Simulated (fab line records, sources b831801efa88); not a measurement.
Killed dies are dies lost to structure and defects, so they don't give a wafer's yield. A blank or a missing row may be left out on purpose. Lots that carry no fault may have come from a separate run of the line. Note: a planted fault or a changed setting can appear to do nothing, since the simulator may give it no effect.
The tool behind it: which one? || flow gf180mcu || 72 wafers from 24 lots sampled at 4 of the route's 602 steps

## WHAT THE GAUGES READ, wafer by wafer
GF_V4_THK_MEAS_01. Usual: V4_CVD_00_THK gives 601 nm (standard deviation 8.7).
{"lot": "L074", "measured": "day 23 07:25", "on": "film metro-02", "V4_CVD_00_THK (nm)": "600 596 614", "flag": ""}
{"lot": "L075", "measured": "day 23 20:10", "on": "film metro-02", "V4_CVD_00_THK (nm)": "619 601 627", "flag": ""}
{"lot": "L076", "measured": "day 23 23:10", "on": "film metro-01", "V4_CVD_00_THK (nm)": "595 590 613", "flag": ""}
{"lot": "L077", "measured": "day 24 15:14", "on": "film metro-02", "V4_CVD_00_THK (nm)": "617 600 590", "flag": ""}
{"lot": "L078", "measured": "day 25 02:56", "on": "film metro-02", "V4_CVD_00_THK (nm)": "613 598 596", "flag": ""}
{"lot": "L079", "measured": "day 25 04:29", "on": "film metro-02", "V4_CVD_00_THK (nm)": "599 596 596", "flag": ""}
{"lot": "L080", "measured": "day 25 22:11", "on": "film metro-02", "V4_CVD_00_THK (nm)": "596 596 599", "flag": ""}
{"lot": "L081", "measured": "day 25 22:29", "on": "film metro-02", "V4_CVD_00_THK (nm)": "595 600 615", "flag": ""}
{"lot": "L082", "measured": "day 26 05:35", "on": "film metro-01", "V4_CVD_00_THK (nm)": "609 589 610", "flag": ""}
{"lot": "L083", "measured": "day 26 15:59", "on": "film metro-04", "V4_CVD_00_THK (nm)": "593 606 596", "flag": ""}
{"lot": "L084", "measured": "day 27 01:08", "on": "film metro-02", "V4_CVD_00_THK (nm)": "602 612 606", "flag": ""}
{"lot": "L085", "measured": "day 27 05:20", "on": "film metro-04", "V4_CVD_00_THK (nm)": "601 592 605", "flag": ""}
{"lot": "L086", "measured": "day 27 14:51", "on": "film metro-04", "V4_CVD_00_THK (nm)": "588 606 592", "flag": ""}
{"lot": "L087", "measured": "day 27 18:36", "on": "film metro-01", "V4_CVD_00_THK (nm)": "604 602 601", "flag": ""}
{"lot": "L088", "measured": "day 28 05:05", "on": "film metro-04", "V4_CVD_00_THK (nm)": "598 601 609", "flag": ""}
{"lot": "L089", "measured": "day 28 14:56", "on": "film metro-04", "V4_CVD_00_THK (nm)": "614 601 604", "flag": ""}
{"lot": "L090", "measured": "day 29 01:25", "on": "film metro-04", "V4_CVD_00_THK (nm)": "600 587 591", "flag": ""}
{"lot": "L091", "measured": "day 29 01:58", "on": "film metro-04", "V4_CVD_00_THK (nm)": "596 584 594", "flag": ""}
{"lot": "L092", "measured": "day 29 06:38", "on": "film metro-04", "V4_CVD_00_THK (nm)": "598 605 599", "flag": ""}
{"lot": "L093", "measured": "day 29 17:09", "on": "film metro-02", "V4_CVD_00_THK (nm)": "612 593 608", "flag": ""}
{"lot": "L094", "measured": "day 29 22:20", "on": "film metro-02", "V4_CVD_00_THK (nm)": "600 603 594", "flag": ""}
{"lot": "L095", "measured": "day 30 02:28", "on": "film metro-04", "V4_CVD_00_THK (nm)": "597 592 593", "flag": ""}
{"lot": "L096", "measured": "day 30 07:31", "on": "film metro-01", "V4_CVD_00_THK (nm)": "599 595 605", "flag": ""}
{"lot": "L097", "measured": "day 30 16:22", "on": "film metro-01", "V4_CVD_00_THK (nm)": "617 603 616", "flag": ""}

GF_V4_CD_MEAS_14: the cd target is 260 nm. Usual: cd nm 260.1 nm, standard deviation 1.1.
{"lot": "L074", "measured": "day 24 06:21", "on": "cd sem-02", "cd nm (nm)": "258.7 259.6 259.3", "flag": ""}
{"lot": "L075", "measured": "day 24 19:07", "on": "cd sem-01", "cd nm (nm)": "259.1 259.1 259.5", "flag": ""}
{"lot": "L076", "measured": "day 24 21:38", "on": "cd sem-01", "cd nm (nm)": "261.7 262.0 261.1", "flag": ""}
{"lot": "L077", "measured": "day 25 13:39", "on": "cd sem-02", "cd nm (nm)": "258.1 258.9 258.9", "flag": ""}
{"lot": "L078", "measured": "day 26 00:46", "on": "cd sem-02", "cd nm (nm)": "260.2 261.3 260.6", "flag": ""}
{"lot": "L079", "measured": "day 26 01:58", "on": "cd sem-01", "cd nm (nm)": "260.5 258.5 259.8", "flag": ""}
{"lot": "L080", "measured": "day 26 19:43", "on": "cd sem-01", "cd nm (nm)": "261.0 261.1 260.2", "flag": ""}
{"lot": "L081", "measured": "day 26 20:10", "on": "cd sem-02", "cd nm (nm)": "259.5 258.8 259.8", "flag": ""}
{"lot": "L082", "measured": "day 27 02:31", "on": "cd sem-01", "cd nm (nm)": "258.1 260.7 260.2", "flag": ""}
{"lot": "L083", "measured": "day 27 13:10", "on": "cd sem-01", "cd nm (nm)": "258.1 258.2 258.5", "flag": ""}
{"lot": "L084", "measured": "day 27 21:13", "on": "cd sem-02", "cd nm (nm)": "260.8 259.6 260.4", "flag": ""}
{"lot": "L085", "measured": "day 28 01:46", "on": "cd sem-01", "cd nm (nm)": "261.4 261.1 261.5", "flag": ""}
{"lot": "L086", "measured": "day 28 10:35", "on": "cd sem-01", "cd nm (nm)": "260.8 261.1 261.0", "flag": ""}
{"lot": "L087", "measured": "day 28 14:46", "on": "cd sem-01", "cd nm (nm)": "258.2 258.4 257.5", "flag": ""}
{"lot": "L088", "measured": "day 29 00:46", "on": "cd sem-02", "cd nm (nm)": "260.6 260.5 260.3", "flag": ""}
{"lot": "L089", "measured": "day 29 10:41", "on": "cd sem-01", "cd nm (nm)": "260.3 261.3 260.1", "flag": ""}
{"lot": "L090", "measured": "day 29 20:26", "on": "cd sem-02", "cd nm (nm)": "260.3 261.1 260.1", "flag": ""}
{"lot": "L091", "measured": "day 29 20:32", "on": "cd sem-01", "cd nm (nm)": "260.6 260.1 261.7", "flag": ""}
{"lot": "L092", "measured": "day 30 02:08", "on": "cd sem-02", "cd nm (nm)": "259.9 260.0 258.9", "flag": ""}
{"lot": "L093", "measured": "day 30 11:43", "on": "cd sem-02", "cd nm (nm)": "259.6 260.6 260.9", "flag": ""}
{"lot": "L094", "measured": "day 30 16:43", "on": "cd sem-02", "cd nm (nm)": "261.3 260.6 261.3", "flag": ""}
{"lot": "L095", "measured": "day 30 21:16", "on": "cd sem-02", "cd nm (nm)": "260.9 260.2 261.0", "flag": ""}
{"lot": "L096", "measured": "day 31 02:11", "on": "cd sem-02", "cd nm (nm)": "259.1 259.2 258.5", "flag": ""}
{"lot": "L097", "measured": "day 31 10:44", "on": "cd sem-02", "cd nm (nm)": "260.9 260.1 259.7", "flag": ""}

## EACH LOT AND THE TOOL THAT RAN IT (in order: tool; ch and the chambers of the sampled wafers; start)
{"lot": "L074", "GF_V3_SPUTTER_21": "pvd sputter-03, day 22 06:42", "GF_M4_SPUTTER_04": "pvd sputter-04, day 22 07:35"}
{"lot": "L075", "GF_V3_SPUTTER_21": "pvd sputter-04, day 22 20:06", "GF_M4_SPUTTER_04": "pvd sputter-01, day 22 20:58"}
{"lot": "L076", "GF_V3_SPUTTER_21": "pvd sputter-02, day 22 22:25", "GF_M4_SPUTTER_04": "pvd sputter-01, day 22 23:18"}
{"lot": "L077", "GF_V3_SPUTTER_21": "pvd sputter-02, day 23 14:55", "GF_M4_SPUTTER_04": "pvd sputter-04, day 23 15:47"}
{"lot": "L078", "GF_V3_SPUTTER_21": "pvd sputter-04, day 24 03:33", "GF_M4_SPUTTER_04": "pvd sputter-03, day 24 04:25"}
{"lot": "L079", "GF_V3_SPUTTER_21": "pvd sputter-02, day 24 04:29", "GF_M4_SPUTTER_04": "pvd sputter-01, day 24 06:08"}
{"lot": "L080", "GF_V3_SPUTTER_21": "pvd sputter-04, day 24 23:24", "GF_M4_SPUTTER_04": "pvd sputter-03, day 25 00:23"}
{"lot": "L081", "GF_V3_SPUTTER_21": "pvd sputter-04, day 24 23:44", "GF_M4_SPUTTER_04": "pvd sputter-01, day 25 00:41"}
{"lot": "L082", "GF_V3_SPUTTER_21": "pvd sputter-04, day 25 06:31", "GF_M4_SPUTTER_04": "pvd sputter-01, day 25 07:23"}
{"lot": "L083", "GF_V3_SPUTTER_21": "pvd sputter-02, day 25 16:28", "GF_M4_SPUTTER_04": "pvd sputter-04, day 25 17:21"}
{"lot": "L084", "GF_V3_SPUTTER_21": "pvd sputter-02, day 26 03:16", "GF_M4_SPUTTER_04": "pvd sputter-04, day 26 04:08"}
{"lot": "L085", "GF_V3_SPUTTER_21": "pvd sputter-04, day 26 07:00", "GF_M4_SPUTTER_04": "pvd sputter-03, day 26 07:53"}
{"lot": "L086", "GF_V3_SPUTTER_21": "pvd sputter-04, day 26 16:37", "GF_M4_SPUTTER_04": "pvd sputter-01, day 26 17:29"}
{"lot": "L087", "GF_V3_SPUTTER_21": "pvd sputter-04, day 26 20:22", "GF_M4_SPUTTER_04": "pvd sputter-03, day 26 21:14"}
{"lot": "L088", "GF_V3_SPUTTER_21": "pvd sputter-03, day 27 07:23", "GF_M4_SPUTTER_04": "pvd sputter-04, day 27 08:15"}
{"lot": "L089", "GF_V3_SPUTTER_21": "pvd sputter-03, day 27 17:49", "GF_M4_SPUTTER_04": "pvd sputter-04, day 27 18:41"}
{"lot": "L090", "GF_V3_SPUTTER_21": "pvd sputter-04, day 28 04:25", "GF_M4_SPUTTER_04": "pvd sputter-03, day 28 05:17"}
{"lot": "L091", "GF_V3_SPUTTER_21": "pvd sputter-02, day 28 05:17", "GF_M4_SPUTTER_04": "pvd sputter-01, day 28 06:10"}
{"lot": "L092", "GF_V3_SPUTTER_21": "pvd sputter-02, day 28 09:20", "GF_M4_SPUTTER_04": "pvd sputter-04, day 28 10:13"}
{"lot": "L093", "GF_V3_SPUTTER_21": "pvd sputter-04, day 28 20:31", "GF_M4_SPUTTER_04": "pvd sputter-03, day 28 21:23"}
{"lot": "L094", "GF_V3_SPUTTER_21": "pvd sputter-04, day 29 02:52", "GF_M4_SPUTTER_04": "pvd sputter-01, day 29 03:44"}
{"lot": "L095", "GF_V3_SPUTTER_21": "pvd sputter-04, day 29 05:22", "GF_M4_SPUTTER_04": "pvd sputter-03, day 29 06:14"}
{"lot": "L096", "GF_V3_SPUTTER_21": "pvd sputter-02, day 29 11:23", "GF_M4_SPUTTER_04": "pvd sputter-04, day 29 12:16"}
{"lot": "L097", "GF_V3_SPUTTER_21": "pvd sputter-02, day 29 20:24", "GF_M4_SPUTTER_04": "pvd sputter-03, day 29 21:17"}
- GF_V3_SPUTTER_21: material Ti, target thk 15 nm, time 80.02 s.
- GF_M4_SPUTTER_04: material TiN, target thk 50 nm, time 41.7 s.

## WHAT THE TOOLS THEMSELVES READ (means of the sampled wafers that have a number; where no wafer has one, the mark that the record gives instead)
GF_V3_SPUTTER_21. Usual: cathode dc power W 2500.0 W, standard deviation 0.47; throttle valve pct 30.0 %, standard deviation 0.96.
{"lot": "L074", "tool": "pvd sputter-03", "cathode dc power W (W)": 2500.0, "throttle valve pct (%)": 31.0, "flag": ""}
{"lot": "L075", "tool": "pvd sputter-04", "cathode dc power W (W)": 2500.6, "throttle valve pct (%)": 29.6, "flag": ""}
{"lot": "L076", "tool": "pvd sputter-02", "cathode dc power W (W)": 2500.2, "throttle valve pct (%)": 31.1, "flag": ""}
{"lot": "L077", "tool": "pvd sputter-02", "cathode dc power W (W)": 2500.0, "throttle valve pct (%)": 30.0, "flag": ""}
{"lot": "L078", "tool": "pvd sputter-04", "cathode dc power W (W)": 2499.9, "throttle valve pct (%)": 29.9, "flag": ""}
{"lot": "L079", "tool": "pvd sputter-02", "cathode dc power W (W)": 2499.9, "throttle valve pct (%)": 29.9, "flag": ""}
{"lot": "L080", "tool": "pvd sputter-04", "cathode dc power W (W)": 2500.1, "throttle valve pct (%)": 29.4, "flag": ""}
{"lot": "L081", "tool": "pvd sputter-04", "cathode dc power W (W)": 2500.1, "throttle valve pct (%)": 29.1, "flag": ""}
{"lot": "L082", "tool": "pvd sputter-04", "cathode dc power W (W)": 2499.8, "throttle valve pct (%)": 29.5, "flag": ""}
{"lot": "L083", "tool": "pvd sputter-02", "cathode dc power W (W)": 2500.2, "throttle valve pct (%)": 30.4, "flag": ""}
{"lot": "L084", "tool": "pvd sputter-02", "cathode dc power W (W)": 2500.1, "throttle valve pct (%)": 31.1, "flag": ""}
{"lot": "L085", "tool": "pvd sputter-04", "cathode dc power W (W)": 2500.1, "throttle valve pct (%)": 29.7, "flag": ""}
{"lot": "L086", "tool": "pvd sputter-04", "cathode dc power W (W)": 2500.3, "throttle valve pct (%)": 29.4, "flag": ""}
{"lot": "L087", "tool": "pvd sputter-04", "cathode dc power W (W)": 2499.9, "throttle valve pct (%)": 29.2, "flag": ""}
{"lot": "L088", "tool": "pvd sputter-03", "cathode dc power W (W)": 2500.0, "throttle valve pct (%)": 31.0, "flag": ""}
{"lot": "L089", "tool": "pvd sputter-03", "cathode dc power W (W)": 2500.2, "throttle valve pct (%)": 30.2, "flag": ""}
{"lot": "L090", "tool": "pvd sputter-04", "cathode dc power W (W)": 2499.4, "throttle valve pct (%)": 29.6, "flag": ""}
{"lot": "L091", "tool": "pvd sputter-02", "cathode dc power W (W)": 2499.8, "throttle valve pct (%)": 30.0, "flag": ""}
{"lot": "L092", "tool": "pvd sputter-02", "cathode dc power W (W)": 2499.6, "throttle valve pct (%)": 30.5, "flag": ""}
{"lot": "L093", "tool": "pvd sputter-04", "cathode dc power W (W)": 2499.8, "throttle valve pct (%)": 29.5, "flag": ""}
{"lot": "L094", "tool": "pvd sputter-04", "cathode dc power W (W)": 2499.9, "throttle valve pct (%)": 30.0, "flag": ""}
{"lot": "L095", "tool": "pvd sputter-04", "cathode dc power W (W)": 2500.2, "throttle valve pct (%)": 29.6, "flag": ""}
{"lot": "L096", "tool": "pvd sputter-02", "cathode dc power W (W)": 2500.2, "throttle valve pct (%)": 30.0, "flag": ""}
{"lot": "L097", "tool": "pvd sputter-02", "cathode dc power W (W)": 2499.9, "throttle valve pct (%)": 30.1, "flag": ""}

GF_M4_SPUTTER_04. Usual: cathode dc power W 6499.7 W, standard deviation 1.1; throttle valve pct 29.8 %, standard deviation 0.91.
{"lot": "L074", "tool": "pvd sputter-04", "cathode dc power W (W)": 6499.8, "throttle valve pct (%)": 29.5, "flag": ""}
{"lot": "L075", "tool": "pvd sputter-01", "cathode dc power W (W)": 6499.9, "throttle valve pct (%)": 29.4, "flag": ""}
{"lot": "L076", "tool": "pvd sputter-01", "cathode dc power W (W)": 6499.4, "throttle valve pct (%)": 29.1, "flag": ""}
{"lot": "L077", "tool": "pvd sputter-04", "cathode dc power W (W)": 6500.3, "throttle valve pct (%)": 29.5, "flag": ""}
{"lot": "L078", "tool": "pvd sputter-03", "cathode dc power W (W)": 6498.8, "throttle valve pct (%)": 30.1, "flag": ""}
{"lot": "L079", "tool": "pvd sputter-01", "cathode dc power W (W)": 6499.6, "throttle valve pct (%)": 29.1, "flag": ""}
{"lot": "L080", "tool": "pvd sputter-03", "cathode dc power W (W)": 6499.5, "throttle valve pct (%)": 30.3, "flag": ""}
{"lot": "L081", "tool": "pvd sputter-01", "cathode dc power W (W)": 6500.5, "throttle valve pct (%)": 29.4, "flag": ""}
{"lot": "L082", "tool": "pvd sputter-01", "cathode dc power W (W)": 6500.2, "throttle valve pct (%)": 29.1, "flag": ""}
{"lot": "L083", "tool": "pvd sputter-04", "cathode dc power W (W)": 6500.3, "throttle valve pct (%)": 29.2, "flag": ""}
{"lot": "L084", "tool": "pvd sputter-04", "cathode dc power W (W)": 6499.7, "throttle valve pct (%)": 29.6, "flag": ""}
{"lot": "L085", "tool": "pvd sputter-03", "cathode dc power W (W)": 6500.4, "throttle valve pct (%)": 30.6, "flag": ""}
{"lot": "L086", "tool": "pvd sputter-01", "cathode dc power W (W)": 6499.7, "throttle valve pct (%)": 29.8, "flag": ""}
{"lot": "L087", "tool": "pvd sputter-03", "cathode dc power W (W)": 6500.0, "throttle valve pct (%)": 30.5, "flag": ""}
{"lot": "L088", "tool": "pvd sputter-04", "cathode dc power W (W)": 6500.4, "throttle valve pct (%)": 29.3, "flag": ""}
{"lot": "L089", "tool": "pvd sputter-04", "cathode dc power W (W)": 6499.8, "throttle valve pct (%)": 29.4, "flag": ""}
{"lot": "L090", "tool": "pvd sputter-03", "cathode dc power W (W)": 6500.2, "throttle valve pct (%)": 30.3, "flag": ""}
{"lot": "L091", "tool": "pvd sputter-01", "cathode dc power W (W)": 6500.6, "throttle valve pct (%)": 29.3, "flag": ""}
{"lot": "L092", "tool": "pvd sputter-04", "cathode dc power W (W)": 6499.7, "throttle valve pct (%)": 29.5, "flag": ""}
{"lot": "L093", "tool": "pvd sputter-03", "cathode dc power W (W)": 6499.7, "throttle valve pct (%)": 30.2, "flag": ""}
{"lot": "L094", "tool": "pvd sputter-01", "cathode dc power W (W)": 6499.7, "throttle valve pct (%)": 29.5, "flag": ""}
{"lot": "L095", "tool": "pvd sputter-03", "cathode dc power W (W)": 6499.6, "throttle valve pct (%)": 30.2, "flag": ""}
{"lot": "L096", "tool": "pvd sputter-04", "cathode dc power W (W)": 6499.6, "throttle valve pct (%)": 29.3, "flag": ""}
{"lot": "L097", "tool": "pvd sputter-03", "cathode dc power W (W)": 6498.9, "throttle valve pct (%)": 31.2, "flag": ""}

## THE ANSWER, worked out from the rows above alone
Rule: a lot counts as off when the mean over its wafers that have a number is more than 3 standard deviations away from the usual mean. A lot without any number at a reading at which 4 lots or more have one is off too. Where the step has rows for the other lots, those lots are counted as sound. After the gauges, taken in route order, come the tools' own readings; for these a lot's mean is taken, as printed above. The first step at which some lot is off is used, and at that step the reading that is off furthest; a lot without a number counts as furthest.
No lot is off on any of the readings shown, so nothing can be concluded from this.

## WHAT WAS PUT IN BY THE SIMULATOR
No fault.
